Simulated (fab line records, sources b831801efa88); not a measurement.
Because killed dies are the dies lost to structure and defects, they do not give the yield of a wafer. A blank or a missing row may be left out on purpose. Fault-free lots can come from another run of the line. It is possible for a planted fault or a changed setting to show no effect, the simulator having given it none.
Matching of chambers | flow sky130 | SKY_VIA1_ETCH_15 on rieDiel-01: 4 sister chambers
The step etches SiO2 in C4F8/O2/Ar, stops on TiN, target depth 351 nm, time 54 s. 8 wafers are shown with their chamber, then 12 later ones without.

== WAFERS, EACH WITH ITS CHAMBER ==
wafer  | chamber | oesProductAu (a.u.)
L086.1 | 1       | 0.988
L086.2 | 0       | 0.967
L089.1 | 2       | 0.995
L089.2 | 1       | 0.993
L089.3 | 3       | 0.992
L089.4 | 0       | 0.961
L089.5 | 3       | 0.981
L089.6 | 2       | 0.982

== WAFERS WITHOUT THEIR CHAMBER ==
wafer  | oesProductAu (a.u.)
L087.1 | 0.989
L087.2 | 0.991
L087.3 | 0.984
L087.4 | 0.969
L087.5 | 0.979
L087.6 | 0.990
L092.3 | 0.996
L092.4 | 0.960
L092.5 | 0.971
L096.4 | 0.988
L096.5 | 0.986
L096.6 | 0.975

== WHICH CHAMBER EACH ONE RAN IN ==
wafer  | from the rows above               | in truth
L087.1 | can't be placed: 2 or 1 or 3      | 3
L087.2 | can't be placed: 1 or 2 or 3      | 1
L087.3 | can't be placed: 3 or 2 or 1      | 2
L087.4 | can't be placed: 0 or 3           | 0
L087.5 | can't be placed: 3 or 2 or 1 or 0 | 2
L087.6 | can't be placed: 1 or 2 or 3      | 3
L092.3 | can't be placed: 1 or 2 or 3      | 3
L092.4 | 0                                 | 0
L092.5 | can't be placed: 0 or 3 or 2 or 1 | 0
L096.4 | can't be placed: 2 or 3 or 1      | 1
L096.5 | can't be placed: 3 or 2 or 1      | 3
L096.6 | can't be placed: 0 or 3 or 2 or 1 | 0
1 of 12 placed correctly. Unplaceable from these rows: 11, with the true chamber sitting among the candidates in 11. Wrongly placed: 0.
How it was worked out, from the rows above alone: a wafer's distance from a chamber is the root of the sum, over the readings, of the square of ((its reading less the chamber's mean) divided by the reading's scatter). If the next closest chamber is less than 2 further off than the closest, the wafer can't be placed; otherwise it belongs to the closest. Each chamber's mean is taken over the wafers shown for it. The scatter: take each reading less its chamber's mean, square it, sum over the shown wafers, divide by the number of wafers less the number of chambers, and take the root.
